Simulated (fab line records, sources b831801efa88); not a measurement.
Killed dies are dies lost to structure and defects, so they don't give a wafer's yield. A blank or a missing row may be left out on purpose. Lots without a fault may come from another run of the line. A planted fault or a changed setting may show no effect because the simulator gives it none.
A struck lot beside a sound one | flow gf180mcu | 23 steps out of a route of 602
Sound: wafers L494.2, L494.3, L494.4. Struck: wafer L505.5. (L505.6 of the same lot was not struck and is left out.) The cause comes at the end.
At each step with rows: each side's tool, then ch and its chambers, then its first start. Under that, the readings that differ: sound wafers | struck wafers | difference of the means | sigmas: that difference in standard deviations of wafers without a fault.
alike: readings whose means differ by less than 2 such deviations, and words and numbers that are the same on both sides. not compared: withheld readings, readings that some wafer has no value for, bounds like >300 that may hide the same value, and numbers for which the record gives no deviation and whose values overlap.
The two part at a step that has a row with sigmas, a row that says differs or no value, or rows on one side only. Numbers that don't overlap but have no deviation are shown without sigmas and don't part them. A reading that every wafer of one side lacks parts them only if that side has two wafers or more.

first, 2 steps without rows for these wafers: GF_HV_LDD_PEB_29; GF_HV_LDD_DEVELOP_30 (develop time 60 s).
GF_HV_LDD_CD_MEAS_31: target cd 400 nm.
  sound on cd_sem-01, day 14 13:46; struck on cd_sem-02, day 18 05:53
  alike: cd_nm
GF_HV_LDD_OVL_MEAS_32:
  sound on overlay-01, day 14 13:52; struck on overlay-02, day 18 05:57
  alike: HV_LDD_02_OVL
then, 4 steps without rows for these wafers: GF_HV_LDD_IMPLANT_33; GF_HV_LDD_IMPLANT_34; GF_HV_LDD_IMPLANT_35; GF_HV_LDD_IMPLANT_36.
GF_HV_LDD_STRIP_37: strips in O2/N2.
  sound on plasma_asher-04 ch 0,1, day 14 14:30; struck on plasma_asher-01 ch 0, day 18 06:38
  alike: drypump_motor_current_A, heater_power_w, o2_flow_sccm, oes_product_au, platen_temp_c, strip_time_to_endpoint_s
  not compared: rf_hours_counter_h
GF_HV_LDD_TW_MEAS_38:
  sound on film_metro-02, day 14 14:37; struck on film_metro-02, day 18 06:42
  alike: HV_LDD_3_TW
then, 2 steps without rows for these wafers: GF_HV_LDD_DEHYDRATE_39 (time 60 s); GF_HV_LDD_HMDS_40 (prime time 60 s).
GF_HV_LDD_COAT_41: resist thk 1000 nm.
  sound on litho_track-01 ch 0, day 15 01:19; struck on litho_track-01 ch 0, day 18 18:17
  reading                                     | sound            | struck | difference | sigmas
  model.NOVOLAK_of_HV_LDD_COAT_41.thk_nm (nm) | 1002 999.2 995.1 | 234.9  | -763.9     |
  alike: chill_plate_temp_C
then, 3 steps without rows for these wafers: GF_HV_LDD_SOFTBAKE_42 (time 60 s); GF_HV_LDD_EXPOSE_43 (exposes mask Pplus HV AREA, target cd 400 nm); GF_HV_LDD_PEB_44.
GF_HV_LDD_DEVELOP_45: develop time 60 s.
  sound on litho_track-04 ch 0, day 15 11:27; struck on litho_track-01 ch 0, day 19 06:53
  reading                                     | sound            | struck | difference | sigmas
  model.NOVOLAK_of_HV_LDD_COAT_41.thk_nm (nm) | 1001 998.7 994.7 | 234.4  | -763.7     |
  alike: chill_plate_temp_C
GF_HV_LDD_CD_MEAS_46: target cd 400 nm.
  sound on cd_sem-02, day 15 11:35; struck on cd_sem-02, day 19 07:01
  reading    | sound             | struck | difference | sigmas
  cd_nm (nm) | 401.4 402.1 401.4 | 542.5  | +140.9     | +56
GF_HV_LDD_OVL_MEAS_47:
  sound on overlay-01, day 15 11:42; struck on overlay-02, day 19 07:05
  alike: HV_LDD_03_OVL
then, 1 step without rows for these wafers: GF_HV_LDD_IMPLANT_48.
GF_HV_LDD_STRIP_49: strips in O2/N2.
  sound on plasma_asher-02 ch 0,1, day 15 11:53; struck on plasma_asher-01 ch 0, day 19 07:19
  reading                      | sound             | struck | difference | sigmas
  heater_power_w (W)           | 365 372 360       | 287    | -79        | -2
  oes_product_au (a.u.)        | 0.723 0.715 0.721 | 0.362  | -0.358     | -75
  strip_time_to_endpoint_s (s) | 12.63 12.63 12.58 | 3.28   | -9.33      | -99 or more
  alike: drypump_motor_current_A, o2_flow_sccm, platen_temp_c
  not compared: rf_hours_counter_h
GF_HV_LDD_TW_MEAS_50:
  sound on film_metro-02, day 15 11:59; struck on film_metro-03, day 19 07:23
  alike: HV_LDD_4_TW
GF_PASSIVATION_PROBE_99:
  the record has rows for the sound wafers here (prober-01, day 31 18:29) and none for the struck ones

WHERE THEY PART
First at GF_HV_LDD_CD_MEAS_46; last, within this record, at GF_PASSIVATION_PROBE_99.

WHY: what the simulator had put in
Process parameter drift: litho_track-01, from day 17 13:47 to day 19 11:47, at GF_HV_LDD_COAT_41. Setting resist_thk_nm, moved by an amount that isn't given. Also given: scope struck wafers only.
